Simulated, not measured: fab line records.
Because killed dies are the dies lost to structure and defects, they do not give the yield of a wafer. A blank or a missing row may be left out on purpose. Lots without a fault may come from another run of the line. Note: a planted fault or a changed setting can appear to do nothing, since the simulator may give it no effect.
Struck lot and sound lot, side by side -- flow gf180mcu -- 16 steps out of a route of 602
Sound: these wafers, L758.2, L758.4, L758.5. Struck: wafer L777.4 (left out: L777.5, L777.6 of the same lot, which were not struck); the cause appears at the end.
At each step with rows: each side's tool, then ch and its chambers, then its first start. Under that, the readings that differ: sound wafers -- struck wafers -- difference of the means -- sigmas: that difference in standard deviations of wafers without a fault.
alike: readings with means less than 2 such deviations apart, plus words and numbers identical on both sides. not compared: withheld readings, readings lacking a value on some wafer, bounds such as >300 that could conceal the same value, and numbers that have no deviation in the record and whose values overlap.
The two part at a step that has a row with sigmas, a row that says differs or no value, or rows on one side only. Non-overlapping numbers with no deviation appear without sigmas and do not part them. Lack of a reading on every wafer of one side parts them only where that side has two or more wafers.

first, 4 steps without rows for these wafers: GF_M1_SOFTBAKE_10 (time 60 s); GF_M1_EXPOSE_11 (exposes mask Metal1, target cd 230 nm); GF_M1_PEB_12 (peb time 90 s); GF_M1_DEVELOP_13 (develop time 60 s).
GF_M1_CD_MEAS_14: target cd 230 nm.
  sound on cd_sem-02, day 18 04:43; struck on cd_sem-02, day 24 18:07
  alike: cd_nm
GF_M1_OVL_MEAS_15:
  sound on overlay-01, day 18 04:50; struck on overlay-01, day 24 18:11
  alike: M1_OVL
GF_M1_METAL_ETCH_16: etches the open film in Cl2/BCl3, stops on SiO2, target depth 750.8 nm, time 125.1 s.
  sound on rie_metal-02 ch 1, day 18 04:52; struck on rie_metal-04 ch 0, day 24 18:15
reading,sound,struck,difference,sigmas
oes_product_au (a.u.),1.007 1.005 0.990,0.990,-0.011,-2
  alike: chamber_pressure_mTorr, drypump_motor_current_A, throttle_valve_pct
  not compared: rf_hours_counter_h
GF_M1_STRIP_17: strips in O2/N2.
  sound on plasma_asher-03 ch 1, day 18 04:59; struck on plasma_asher-02 ch 1, day 24 18:22
reading,sound,struck,difference,sigmas
chamber_pressure_mTorr (mTorr),1498.3 1499.4 1499.6,1501.7,+2.6,+2
drypump_motor_current_A (A),5.7 5.7 5.7,6.5,+0.8,+2
heater_power_w (W),360 373 376,283,-87,-2
  alike: oes_product_au, strip_time_to_endpoint_s
  not compared: rf_hours_counter_h
then, 3 steps without rows for these wafers: GF_M1_STRIP_18 (strips in post etch residue remover, time 1200 s); GF_M1_CLEAN_19 (cleans in DIW); GF_V1_CVD_00 (deposits SiO2, target thk 600 nm, time 100 s).
GF_V1_THK_MEAS_01:
  sound on film_metro-04, day 18 05:38; struck on film_metro-04, day 24 18:59
  alike: V1_CVD_00_THK
GF_V1_CVD_02: deposits SiO2 from TEOS, target thk 850 nm, time 94.851 s.
  sound on pecvd-02 ch 0,1, day 18 05:41; struck on pecvd-02 ch 1, day 24 19:02
reading,sound,struck,difference,sigmas
rf_fwd_power_W (W),592.5 595.3 593.7,690.5,+96.7,+40
model.SiO2_of_V1_CVD_02.thk_nm (nm),841.4 860 847.1,897,+48,
  alike: heater_power_w
GF_V1_THK_MEAS_03:
  sound on film_metro-02, day 18 05:46; struck on film_metro-03, day 24 19:07
reading,sound,struck,difference,sigmas
V1_CVD_02_THK (nm),841 860 847,897,+48,+4
GF_V1_CMP_04: polishes SiO2.
  sound on cmp-01 ch 1,2, day 18 05:49; struck on cmp-02 ch 1, day 24 19:35
reading,sound,struck,difference,sigmas
time_to_endpoint_s (s),75 88 75,98,+19,+3
  alike: motor_current_A
-- the record jumps here: 10 days lie between the struck wafers' starts before and after (it left off in module V1 and takes up again in module PASSIVATION, whose first step shown is number 602 of the route) --
GF_PASSIVATION_PROBE_99:
  the record has rows for the struck wafers here (prober-02, day 34 20:38) and none for the sound ones

== WHERE THEY PART ==
At GF_M1_METAL_ETCH_16 first; at GF_PASSIVATION_PROBE_99 last (within this record only).

WHY: what the simulator had put in
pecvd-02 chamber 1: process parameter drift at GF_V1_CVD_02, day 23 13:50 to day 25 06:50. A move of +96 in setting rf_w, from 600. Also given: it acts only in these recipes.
